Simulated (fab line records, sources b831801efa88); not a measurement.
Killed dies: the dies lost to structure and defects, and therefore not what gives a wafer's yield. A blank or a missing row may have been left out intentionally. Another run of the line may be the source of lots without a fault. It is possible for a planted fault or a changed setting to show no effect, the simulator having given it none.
A single fault, viewed from 2 desks | flow gf180mcu | numbers are kept per desk, each desk with only its own; the story behind them comes last

## FROM THE METROLOGY DESK
What the gauges read, lot by lot, whatever tool the lot ran on: means of the sampled wafers that have a number. Marked OUT: a lot whose mean sits more than 4 standard deviations from the usual mean, which makes it out of limits; the brackets give that distance.
Columns: A = V5_OVL at GF_V5_OVL_MEAS_15, usual -2 nm; B = V5_W_RS at GF_V5_RS_MEAS_24, usual 0.323 ohm/sq; C = V5_W_THK at GF_V5_THK_MEAS_25, usual 343 nm
lot  | first seen here | A  | B     | C
L883 | day 27 21:53    | -8 | 0.323 | 346
L886 | day 28 22:08    | -7 | 0.322 | 344
L894 | day 31 09:38    | -8 | 0.327 | 338
L897 | day 31 22:41    | 0  | 0.332 | 334
L900 | day 32 22:34    | 6  | 0.327 | 338
This desk's finding: nothing out of limits on any of the 5 lots.

## THE TOOL OWNER'S DESK: pvd_sputter-02
The tool's own readings at GF_TOP_METAL_SPUTTER_00 (material Ti, target thk 37.5 nm, time 150 s): means of the sampled wafers that have a number, for each lot that ran on this tool. Marked OUT: a lot whose mean sits more than 4 standard deviations from the usual mean, which makes it out of limits; the brackets give that distance.
Columns: A = cathode_dc_power_W at GF_TOP_METAL_SPUTTER_00, usual 4000.0 W; B = substrate_temp_c at GF_TOP_METAL_SPUTTER_00, usual 200.02 C; C = throttle_valve_pct at GF_TOP_METAL_SPUTTER_00, usual 30.2 %
lot  | first seen here | A                        | B      | C
L883 | day 27 23:19    | 4000.0                   | 200.08 | 30.4
L886 | day 28 23:31    | 3857.4 (-99 or more) OUT | 200.07 | 30.2
L897 | day 32 00:05    | 3999.7                   | 200.05 | 30.9
This desk's verdict: out of limits on L886, starting with L886 at day 28 23:31 (cathode_dc_power_W at GF_TOP_METAL_SPUTTER_00). In limits: L883, L897.

## ALL TOGETHER
On L886, at day 28 23:31, an alarm was possible from the tool owner's desk.
The metrology desk saw nothing out of limits.
The metrology desk has L886 on record, within its limits.
Every lot named ran GF_TOP_METAL_SPUTTER_00 on pvd_sputter-02.

## WHAT THE SIMULATOR PUT IN
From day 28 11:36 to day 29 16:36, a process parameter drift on pvd_sputter-02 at GF_TOP_METAL_SPUTTER_00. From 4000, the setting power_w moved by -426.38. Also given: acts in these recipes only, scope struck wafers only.
Struck lots among those shown: L886.
How many hours passed from the start of the fault until each desk's first out-of-limits reading: the tool owner's desk, 12.
